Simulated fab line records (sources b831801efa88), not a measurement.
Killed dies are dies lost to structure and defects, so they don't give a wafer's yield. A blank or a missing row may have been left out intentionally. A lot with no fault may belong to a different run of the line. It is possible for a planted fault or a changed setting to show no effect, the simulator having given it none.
Chamber matching / flow gf180mcu / pecvd-02 running GF_V2_CVD_02: 3 sister chambers
The step deposits SiO2 from TEOS, target thk 850 nm, time 94.851 s. 14 wafers are shown with their chamber, then 7 later ones without.

## WAFERS WITH THEIR CHAMBER
wafer=L977.3; chamber=0; heater-power-w (W)=820
wafer=L977.4; chamber=1; heater-power-w (W)=643
wafer=L977.5; chamber=2; heater-power-w (W)=733
wafer=L978.2; chamber=0; heater-power-w (W)=764
wafer=L978.4; chamber=1; heater-power-w (W)=656
wafer=L978.6; chamber=0; heater-power-w (W)=814
wafer=L990.1; chamber=1; heater-power-w (W)=775
wafer=L990.2; chamber=2; heater-power-w (W)=716
wafer=L990.3; chamber=0; heater-power-w (W)=767
wafer=L991.2; chamber=2; heater-power-w (W)=697
wafer=L991.5; chamber=0; heater-power-w (W)=788
wafer=L991.6; chamber=1; heater-power-w (W)=794
wafer=L994.3; chamber=0; heater-power-w (W)=789
wafer=L994.4; chamber=2; heater-power-w (W)=736

SIGNATURES, as means of the wafers listed above
reading=heater-power-w; chamber 0=790.33; chamber 1=717.00; chamber 2=720.50; scatter within a chamber=44.9
Rule: a wafer's distance from a chamber is the root of the sum, over the readings, of the square of ((its reading less the chamber's mean) divided by the reading's scatter). The wafer belongs to the nearest chamber; if the next one is less than 2 further off, it can't be placed. How the scatter is found: for the shown wafers, subtract from each reading the mean of its chamber, square and add these, divide the total by (wafers less chambers), then take the root.

## WAFERS WITH NO CHAMBER GIVEN
wafer=L994.6; heater-power-w (W)=657
wafer=L995.3; heater-power-w (W)=805
wafer=L995.4; heater-power-w (W)=757
wafer=L995.5; heater-power-w (W)=768
wafer=L998.4; heater-power-w (W)=779
wafer=L998.5; heater-power-w (W)=733
wafer=L998.6; heater-power-w (W)=647

## CHAMBER TAKEN BY EACH
wafer=L994.6; from the rows above=can't be placed: 1 or 2 or 0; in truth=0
wafer=L995.3; from the rows above=can't be placed: 0 or 2 or 1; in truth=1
wafer=L995.4; from the rows above=can't be placed: 0 or 2 or 1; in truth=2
wafer=L995.5; from the rows above=can't be placed: 0 or 2 or 1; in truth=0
wafer=L998.4; from the rows above=can't be placed: 0 or 2 or 1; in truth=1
wafer=L998.5; from the rows above=can't be placed: 2 or 1 or 0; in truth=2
wafer=L998.6; from the rows above=can't be placed: 1 or 2 or 0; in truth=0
Correctly placed: 0 of 7. From these rows, 7 cannot be placed; in 7 the true chamber is one of the candidates. 0 placed wrongly.
